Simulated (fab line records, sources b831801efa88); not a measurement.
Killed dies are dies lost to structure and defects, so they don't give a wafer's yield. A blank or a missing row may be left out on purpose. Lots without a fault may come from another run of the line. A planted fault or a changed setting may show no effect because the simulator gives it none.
Which tool did it? | flow gf180mcu | 6 lots, 18 wafers sampled, at 5 steps of a route of 602

WHAT THE GAUGES READ, wafer by wafer
GF_M2_RS_MEAS_05: measures by four-point-probe.
lot  | measured     | on            | M2_ALCU_RS (ohm/sq)
L630 | day 19 01:19 | film_metro-03 | 0.0696 0.0691 0.0685
L633 | day 19 20:49 | film_metro-03 | 0.0694 0.0687 0.0693
L635 | day 20 16:12 | film_metro-03 | 0.0694 0.0708 0.0691
L638 | day 21 16:50 | film_metro-03 | 0.0696 0.0697 0.0703
L646 | day 24 10:18 | film_metro-03 | 0.0651 0.0659 0.0646
L651 | day 26 05:24 | film_metro-02 | 0.0683 0.0690 0.0690

WHICH TOOL RAN EACH LOT (tool, then ch and the chambers of the sampled wafers, then the start)
lot  | GF_CONTACT_SPUTTER_23        | GF_V1_CVD_02                    | GF_V1_CVD_23                  | GF_M2_SPUTTER_02
L630 | pvd_sputter-04, day 16 23:35 | pecvd-03 ch 0,1,2, day 17 23:42 | cvd_w-01 ch 0,1, day 19 00:30 | pvd_sputter-03, day 19 01:13
L633 | pvd_sputter-04, day 17 16:02 | pecvd-01 ch 0,1,2, day 18 17:57 | cvd_w-01 ch 0,1, day 19 19:59 | pvd_sputter-01, day 19 20:42
L635 | pvd_sputter-03, day 18 11:18 | pecvd-01 ch 1,2, day 19 13:15   | cvd_w-02 ch 0,1, day 20 15:14 | pvd_sputter-01, day 20 16:07
L638 | pvd_sputter-03, day 19 12:35 | pecvd-02 ch 0,2, day 20 14:22   | cvd_w-02 ch 0,1, day 21 16:01 | pvd_sputter-03, day 21 16:45
L646 | pvd_sputter-01, day 22 08:50 | pecvd-02 ch 0,2, day 23 09:14   | cvd_w-01 ch 0,1, day 24 09:29 | pvd_sputter-01, day 24 10:13
L651 | pvd_sputter-04, day 24 06:06 | pecvd-02 ch 0,1,2, day 25 06:11 | cvd_w-02 ch 0,1, day 26 04:35 | pvd_sputter-03, day 26 05:18
- GF_CONTACT_SPUTTER_23: material TiN, target thk 10 nm, time 40 s.
- GF_V1_CVD_02: deposits SiO2 from TEOS, target thk 850 nm, time 94.851 s.
- GF_V1_CVD_23: deposits W, target thk 350 nm, time 105.05 s.
- GF_M2_SPUTTER_02: material AlCu, target thk 450 nm, time 23.9 s.

THE ANSWER, worked out from the rows above alone
Rule: what is usual is taken from the lots themselves. Put in order of their means at a reading, lots are off if they are a third of the lots or fewer, leave a main group of 4 or more, and stand apart from it by a gap of 3 or more times the standard deviation of the main group's means; of several such gaps the widest counts. A main group whose means are all the same, to the digits that the tables above print for the reading, isn't used. A lot without any number at a reading at which 4 lots or more have one is off too. The other lots that the step has rows for count as sound.
Off: L646, at GF_M2_RS_MEAS_05 (M2_ALCU_RS). The main group: mean 0.0693 ohm/sq, standard deviation 0.00043.
A tool fits if, at a process step before that reading, it ran every lot that is off, and no sound lot after the first of them. The gauges at GF_M2_RS_MEAS_05 are tried like those tools. Can't be told from this: 3 tools fit, pvd_sputter-01 at GF_CONTACT_SPUTTER_23 and GF_M2_SPUTTER_02, cvd_w-01 at GF_V1_CVD_23, film_metro-03 at GF_M2_RS_MEAS_05.

WHAT THE SIMULATOR HAD PUT IN
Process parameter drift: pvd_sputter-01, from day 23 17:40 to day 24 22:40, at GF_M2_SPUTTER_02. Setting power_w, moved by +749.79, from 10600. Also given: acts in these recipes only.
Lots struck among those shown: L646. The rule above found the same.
